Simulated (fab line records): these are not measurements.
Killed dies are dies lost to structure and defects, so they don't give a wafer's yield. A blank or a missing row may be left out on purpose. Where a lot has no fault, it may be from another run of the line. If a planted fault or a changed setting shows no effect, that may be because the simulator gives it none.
Which tool was responsible?    flow sky130    12 lots, 36 wafers sampled, at 5 steps of a route of 708

## WHAT THE GAUGES READ, wafer by wafer
SKY_NWELL_OVL_MEAS_23. Usual: NWELL_01_OVL -1.3 nm, standard deviation 1.3.
lot   measured      on          NWELL_01_OVL (nm)  flag
L692  day 5 22:01   overlay-01  -1.3 -0.2 -1.1     
L695  day 6 17:14   overlay-02  0.0 -0.3 -0.9      
L696  day 6 20:51   overlay-01  -2.3 -3.3 -3.1     
L698  day 7 06:10   overlay-02  0.6 -1.0 -0.8      
L699  day 7 14:41   overlay-02  -2.1 -0.1 0.8      
L703  day 8 12:33   overlay-01  -0.3 0.0 0.5       
L707  day 9 22:45   overlay-01  -1.6 -2.1 -1.5     
L708  day 9 23:46   overlay-01  -2.9 1.6 0.0       
L709  day 10 03:42  overlay-01  0.3 -0.5 -2.0      
L711  day 10 12:39  overlay-01  -3.4 -1.5 -4.2     
L712  day 10 20:00  overlay-01  -2.6 -0.8 -0.6     
L713  day 11 00:20  overlay-01  -1.5 -1.8 -1.9     

SKY_VT_ADJUST_LVTN_OVL_MEAS_07. Usual: VT_ADJUST_LVTN_OVL -0.6 nm, standard deviation 1.3.
lot   measured      on          VT_ADJUST_LVTN_OVL (nm)  flag
L692  day 7 13:36   overlay-01  -2.6 -2.2 -1.9           
L695  day 8 09:02   overlay-01  -0.4 -2.1 1.2            
L696  day 8 14:45   overlay-01  -0.9 -2.6 -3.2           
L698  day 9 01:29   overlay-01  -1.8 0.1 2.0             
L699  day 9 08:40   overlay-01  -0.6 -1.9 -0.1           
L703  day 10 08:36  overlay-01  -2.2 -2.6 -3.2           
L707  day 11 22:15  overlay-01  -2.0 -2.5 -2.5           
L708  day 11 23:18  overlay-02  0.0 -0.2 -2.4            
L709  day 12 02:17  overlay-02  -0.2 0.6 -0.9            
L711  day 12 12:56  overlay-02  -0.9 -0.1 0.6            
L712  day 12 20:32  overlay-02  0.3 0.0 -0.2             
L713  day 13 01:30  overlay-02  -0.5 -0.8 -0.6           

SKY_VT_ADJUST_LVTN_TW_MEAS_10. Usual: VT_ADJUST_LVTN_TW 244, standard deviation 4.
lot   measured      on             VT_ADJUST_LVTN_TW  flag
L692  day 7 13:54   film_metro-03  243 244 243        
L695  day 8 09:19   film_metro-04  239 239 239        
L696  day 8 15:02   film_metro-01  247 249 248        
L698  day 9 01:47   film_metro-01  248 248 247        
L699  day 9 09:02   film_metro-01  249 248 249        
L703  day 10 08:53  film_metro-03  245 244 244        
L707  day 11 22:32  film_metro-04  258 257 259        OFF
L708  day 11 23:35  film_metro-04  258 259 258        OFF
L709  day 12 02:34  film_metro-03  261 262 261        OFF
L711  day 12 13:14  film_metro-01  249 248 248        
L712  day 12 20:50  film_metro-03  241 242 242        
L713  day 13 01:47  film_metro-03  244 243 244        

## WHAT TOOL EACH LOT RAN ON (gives the tool, then ch and the chambers of the sampled wafers, and finally the start)
lot   SKY_DNWELL_STRIP_08                  SKY_VT_ADJUST_LVTN_IMPLANT_08
L692  plasma_asher-03 ch 0,1, day 3 17:28  implanter-03 ch 0, day 7 13:41
L695  plasma_asher-04 ch 0,1, day 4 10:44  implanter-02 ch 0, day 8 09:04
L696  plasma_asher-03 ch 0,1, day 4 13:03  implanter-03 ch 0, day 8 14:48
L698  plasma_asher-04 ch 0,1, day 4 21:35  implanter-02 ch 0, day 9 01:34
L699  plasma_asher-04 ch 0,1, day 5 05:13  implanter-02 ch 0, day 9 08:44
L703  plasma_asher-01 ch 0,1, day 6 01:00  implanter-01 ch 0, day 10 08:39
L707  plasma_asher-01 ch 0,1, day 7 06:38  implanter-03 ch 0, day 11 22:17
L708  plasma_asher-04 ch 0,1, day 7 06:59  implanter-03 ch 0, day 11 23:21
L709  plasma_asher-04 ch 0,1, day 7 12:59  implanter-03 ch 0, day 12 02:19
L711  plasma_asher-01 ch 0,1, day 7 20:05  implanter-01 ch 0, day 12 12:59
L712  plasma_asher-01 ch 0,1, day 8 01:30  implanter-01 ch 0, day 12 20:35
L713  plasma_asher-04 ch 0,1, day 8 06:57  implanter-02 ch 0, day 13 01:33
- SKY_DNWELL_STRIP_08: strips in O2/N2.
- SKY_VT_ADJUST_LVTN_IMPLANT_08

## WHAT THE TOOLS THEMSELVES READ (means of the sampled wafers that have a number; where no wafer has one, the mark that the record gives instead)
SKY_DNWELL_STRIP_08. Usual: drypump_motor_current_A 6.1 A, standard deviation 0.39; oes_product_au 0.722 a.u., standard deviation 0.0046; strip_time_to_endpoint_s 36.98 s, standard deviation 0.12.
lot   tool             drypump_motor_current_A (A)  oes_product_au (a.u.)  strip_time_to_endpoint_s (s)  flag
L692  plasma_asher-03  5.7                          0.723                  37.10                         
L695  plasma_asher-04  6.1                          0.727                  36.93                         
L696  plasma_asher-03  5.9                          0.716                  36.94                         
L698  plasma_asher-04  6.2                          0.723                  36.95                         
L699  plasma_asher-04  6.2                          0.721                  36.96                         
L703  plasma_asher-01  6.4                          0.724                  37.00                         
L707  plasma_asher-01  6.0                          0.719                  36.82                         
L708  plasma_asher-04  6.1                          0.720                  37.14                         
L709  plasma_asher-04  6.1                          0.722                  36.91                         
L711  plasma_asher-01  6.4                          0.719                  36.98                         
L712  plasma_asher-01  6.0                          0.715                  36.69                         
L713  plasma_asher-04  6.1                          0.724                  37.05                         

SKY_VT_ADJUST_LVTN_IMPLANT_08. Usual: dose_ions_cm2 1.5697e+12, standard deviation 1.6e+09; faraday_current_uA 8.86, standard deviation 0.16.
lot   tool          dose_ions_cm2  faraday_current_uA  flag
L692  implanter-03  1.5691e+12     9.01                
L695  implanter-02  1.5692e+12     8.85                
L696  implanter-03  1.5694e+12     8.90                
L698  implanter-02  1.5673e+12     8.69                
L699  implanter-02  1.5704e+12     8.83                
L703  implanter-01  1.5688e+12     8.86                
L707  implanter-03  2.0336e+12     11.47               OFF
L708  implanter-03  2.0349e+12     11.68               OFF
L709  implanter-03  2.0326e+12     11.34               OFF
L711  implanter-01  1.5701e+12     8.73                
L712  implanter-01  1.5696e+12     8.90                
L713  implanter-02  1.5686e+12     9.02                

## THE ANSWER, worked out from the rows above alone
Rule: a lot is off if the mean of its wafers that have a number lies more than 3 standard deviations from the usual mean. Also off: a lot with no number at a reading for which 4 or more lots have one. The other lots that the step has rows for count as sound. First the gauges in route order, then the tools' own readings, where a lot's mean is used as printed above. At the first step where some lot is off, the reading lying furthest off is the one used; lots without a number count as furthest.
Off: at SKY_VT_ADJUST_LVTN_TW_MEAS_10 (VT_ADJUST_LVTN_TW), L707, L708, L709.
If a tool, at a process step before that reading, ran all the lots that are off and no sound lot after the first of them, it fits. Not tried: the gauges at SKY_VT_ADJUST_LVTN_TW_MEAS_10; whatever is off there is also off at SKY_VT_ADJUST_LVTN_IMPLANT_08, on other tools, and gauge error can't account for it. One fits: implanter-03 at SKY_VT_ADJUST_LVTN_IMPLANT_08. Its last sound lot is L696 (day 8 14:48), its first lot that is off L707 (day 11 22:17): a fault that began between those two fits.
The tool's own readings at SKY_VT_ADJUST_LVTN_IMPLANT_08 bear it out: on the lots that are off they differ by more than 5 times the standard deviation of the sound lots' means. dose_ions_cm2 reads 2.0337e+12 there against 1.5692e+12 on the sound lots; faraday_current_uA reads 11.50 there against 8.87 on the sound lots.

## WHAT HAD BEEN PUT IN BY THE SIMULATOR
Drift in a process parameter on implanter-03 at SKY_VT_ADJUST_LVTN_IMPLANT_08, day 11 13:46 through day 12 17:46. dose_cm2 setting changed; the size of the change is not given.
Lots struck among those shown: L707, L708, L709. The same result came from the rule above.
